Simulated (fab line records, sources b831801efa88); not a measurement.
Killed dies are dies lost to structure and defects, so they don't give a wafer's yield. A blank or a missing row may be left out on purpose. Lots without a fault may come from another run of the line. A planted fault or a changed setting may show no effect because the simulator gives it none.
A struck lot beside a sound one | flow sfq_line | 13 steps out of a route of 325
Sound: wafers L401.1, L401.2, L401.5. Struck: wafer L416.2. (L416.1, L416.4 of the same lot were not struck and are left out.) The cause comes at the end.
At each step with rows: each side's tool, then ch and its chambers, then its first start. Under that, the readings that differ: sound wafers | struck wafers | difference of the means | sigmas: that difference in standard deviations of wafers without a fault.
alike: readings whose means differ by less than 2 such deviations, and words and numbers that are the same on both sides. not compared: withheld readings, readings that some wafer has no value for, bounds like >300 that may hide the same value, and numbers for which the record gives no deviation and whose values overlap.
The two part at a step that has a row with sigmas, a row that says differs or no value, or rows on one side only. Numbers that don't overlap but have no deviation are shown without sigmas and don't part them. A reading that every wafer of one side lacks parts them only if that side has two wafers or more.

first, 1 step without rows for these wafers: SFQ_TRILAYER_M0_DEP_PRE_CLEAN_020 (time 15 s).
SFQ_TRILAYER_M0_DEP_SPUTTER_019: material Nb, target thk 200 nm, time 133.3 s.
  sound on pvd_sputter-03, day 7 10:31; struck on pvd_sputter-06, day 12 15:23
  alike: throttle_valve_pct
SFQ_M0_RS_MEAS_904: measures by four-point-probe.
  sound on film_metro-03, day 7 10:36; struck on film_metro-04, day 12 15:29
  reading           | sound             | struck | difference | sigmas
  M0_NB_RS (ohm/sq) | 0.867 0.877 0.868 | 0.892  | +0.021     | +2
then, 6 steps without rows for these wafers: SFQ_TRILAYER_M0_LITHO_COAT_026 (resist thk 62 nm); SFQ_TRILAYER_M0_LITHO_COAT_021 (resist thk 600 nm); SFQ_TRILAYER_M0_LITHO_SOFTBAKE_025; SFQ_TRILAYER_M0_LITHO_EXPOSE_022 (exposes mask M0, target cd 500 nm); SFQ_TRILAYER_M0_LITHO_PEB_024 (peb time 60 s); SFQ_TRILAYER_M0_LITHO_DEVELOP_023 (time 60 s).
-- the record jumps here: 5 days lie between the struck wafers' starts before and after --
SFQ_M0_OVL_MEAS_906:
  sound on overlay-02, day 11 18:11; struck on overlay-01, day 17 18:06
  alike: M0_OVL
SFQ_TRILAYER_M0_BARC_OPEN_METAL_ETCH_031: etches BARC in O2, target depth 125 nm, time 41.7 s.
  sound on rie_metal-04 ch 0, day 11 18:14; struck on rie_metal-03 ch 0, day 17 18:08
  reading                     | sound       | struck | difference | sigmas
  drypump_motor_current_A (A) | 5.1 5.1 5.1 | 6.1    | +1.0       | +2
  alike: oes_product_au, run_length_s
  not compared: rf_hours_counter_h
SFQ_TRILAYER_M0_ETCH_METAL_ETCH_024: etches Nb in Cl2/Ar, stops on SiO2, target depth 240 nm, time 120 s.
  sound on rie_metal-04 ch 0, day 11 18:21; struck on rie_metal-03 ch 0, day 17 18:12
  reading                                             | sound             | struck | difference | sigmas
  drypump_motor_current_A (A)                         | 5.0 5.1 5.1       | 6.1    | +1.0       | +3
  oes_product_au (a.u.)                               | 0.907 0.902 0.906 | 0.874  | -0.031     | -5
  run_length_s (s)                                    | 148.7 149.0 149.0 | 154.3  | +5.4       | +10
  model.KrF_of_TRILAYER_M0_LITHO_COAT_021.thk_nm (nm) | 380.6 382 382.4   | 378.2  | -3.5       |
  model.SiO2_of_TRILAYER_L0_CAP_PECVD_011.thk_nm (nm) | 54.3 54.64 55     | 53.12  | -1.53      |
  not compared: rf_hours_counter_h
SFQ_TRILAYER_M0_STRIP_STRIP_025: strips in O2.
  sound on rie_metal-04 ch 0, day 11 18:36; struck on rie_metal-03 ch 0, day 17 18:19
  reading                     | sound       | struck | difference | sigmas
  drypump_motor_current_A (A) | 5.1 5.1 5.1 | 6.1    | +1.0       | +2
  alike: oes_product_au
  not compared: rf_hours_counter_h

WHERE THEY PART
First at SFQ_M0_RS_MEAS_904; last, within this record, at SFQ_TRILAYER_M0_STRIP_STRIP_025.

WHY: what the simulator had put in
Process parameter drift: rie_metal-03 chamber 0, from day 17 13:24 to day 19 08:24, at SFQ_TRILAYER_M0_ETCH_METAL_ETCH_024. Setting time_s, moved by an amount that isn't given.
